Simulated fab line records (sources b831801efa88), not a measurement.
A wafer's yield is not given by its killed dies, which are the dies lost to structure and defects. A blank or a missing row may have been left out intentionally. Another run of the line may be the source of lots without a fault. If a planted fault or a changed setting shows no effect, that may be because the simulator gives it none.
Chamber matching	flow gf180mcu	GF_STI_CMP_25 on cmp-02 has 4 sister chambers
The step polishes, stops on Si3N4, t overpolish 33 s, target thk 524.6 nm. 8 wafers are shown with their chamber, then 8 later ones without.

== WAFERS WITH THEIR CHAMBER ==
wafer	chamber	motor-current-A (A)	time-to-endpoint-s (s)
L806.4	3	11.2	113
L811.1	0	12.3	119
L811.5	1	10.1	119
L813.4	1	10.3	125
L817.2	3	11.4	120
L817.3	0	13.1	120
L817.5	2	11.5	119
L822.2	2	11.2	125

== WAFERS WHOSE CHAMBER IS MISSING ==
wafer	motor-current-A (A)	time-to-endpoint-s (s)
L822.5	10.4	125
L822.6	13.0	124
L826.2	13.4	126
L826.3	11.9	124
L826.4	10.3	127
L828.2	12.8	123
L828.5	11.4	124
L828.6	13.4	122

== EACH ONE'S CHAMBER ==
wafer	from the rows above	in truth
L822.5	1	1
L822.6	0	0
L826.2	0	0
L826.3	can't be placed: 2 or 3 or 0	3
L826.4	1	1
L828.2	0	0
L828.5	can't be placed: 2 or 3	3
L828.6	0	0
Correctly placed: 6 of 8. Can't be placed from these rows: 2 (the true chamber is among the candidates in 2). Placed wrongly: 0.
How it was worked out, from the rows above alone: a wafer's distance from a chamber is the root of the sum, over the readings, of the square of ((its reading less the chamber's mean) divided by the reading's scatter). The wafer belongs to the nearest chamber; if the next one is less than 2 further off, it can't be placed. For every chamber, the mean is computed from those of its wafers that are shown. The scatter: the root of (the sum of the squares of (reading less its chamber's mean) over the shown wafers, divided by (wafers less chambers)).
